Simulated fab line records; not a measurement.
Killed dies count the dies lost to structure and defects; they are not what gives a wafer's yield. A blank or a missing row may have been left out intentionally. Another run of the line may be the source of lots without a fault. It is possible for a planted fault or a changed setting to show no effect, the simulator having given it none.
One fault seen from 2 desks :: flow gf180mcu :: what lay behind the numbers comes last; until then each desk has only its own

FOR THE TOOL OWNER'S DESK: plasma asher-03
The tool's own readings at GF_V4_STRIP_18 (strips in O2/N2): means of the sampled wafers that have a number, for each lot that ran on this tool. If a lot's mean is further than 4 standard deviations from the usual mean, the lot is out of limits and carries the mark OUT (the distance appears in the brackets).
Columns: A = drypump motor current A at GF_V4_STRIP_18, usual 6.0 A; B = heater power w at GF_V4_STRIP_18, usual 327 W; C = oes product au at GF_V4_STRIP_18, usual 0.592 a.u.; D = platen temp c at GF_V4_STRIP_18, usual 249.99 C
lot: L327
first seen here: day 25 05:42
A: 6.3
B: 317
C: 0.591
D: 250.06

lot: L333
first seen here: day 27 22:45
A: 6.3
B: 312
C: 0.591
D: 250.11

lot: L336
first seen here: day 28 10:51
A: 6.3
B: 311
C: 0.595
D: 249.89

lot: L338
first seen here: day 28 15:51
A: 5.7
B: 370
C: 0.592
D: 249.99

lot: L339
first seen here: day 29 03:05
A: 6.3
B: 315
C: 0.589
D: 249.80

lot: L342
first seen here: day 29 23:30
A: 6.0
B: 345
C: 0.592
D: 250.03

lot: L343
first seen here: day 30 05:50
A: 6.3
B: 318
C: 0.592
D: 250.16

lot: L344
first seen here: day 30 08:03
A: 6.0
B: 344
C: 0.588
D: 249.89
This desk's verdict: no lot among the 8 shows anything out of limits.

METROLOGY DESK
Lot by lot, what the gauges showed, no matter which tool ran the lot: averages of those sampled wafers that carry a number. If a lot's mean is further than 4 standard deviations from the usual mean, the lot is out of limits and carries the mark OUT (the distance appears in the brackets).
Columns: A = MIM_ALCU_RS at GF_MIM_RS_MEAS_10, usual 0.1608 ohm/sq; B = cd nm at GF_M5_CD_MEAS_07, usual 280.1 nm
lot: L326
first seen here: day 24 20:04
A: 0.1609
B: 280.0

lot: L327
first seen here: day 25 07:25
A: 0.1622
B: 277.7

lot: L328
first seen here: day 25 13:29
A: 0.1600
B: 280.4

lot: L334
first seen here: day 27 22:50
A: 0.1615
B: 279.2

lot: L333
first seen here: day 28 00:23
A: 0.1592
B: 279.9

lot: L336
first seen here: day 28 12:31
A: 0.1610
B: 279.9

lot: L338
first seen here: day 28 17:47
A: 0.1615
B: 280.1

lot: L339
first seen here: day 29 04:47
A: 0.1625
B: 279.4

lot: L342
first seen here: day 30 01:09
A: 0.1603
B: 280.3

lot: L343
first seen here: day 30 07:35
A: 0.1605
B: 280.8

lot: L344
first seen here: day 30 09:48
A: 0.1602
B: 280.0

lot: L349
first seen here: day 31 21:19
A: 0.1607
B: 279.9
This desk's verdict: no lot among the 12 shows anything out of limits.

PUT TOGETHER
The tool owner's desk saw nothing out of limits.
At the metrology desk, nothing out of limits was observed.

WHAT WAS PUT IN BY THE SIMULATOR
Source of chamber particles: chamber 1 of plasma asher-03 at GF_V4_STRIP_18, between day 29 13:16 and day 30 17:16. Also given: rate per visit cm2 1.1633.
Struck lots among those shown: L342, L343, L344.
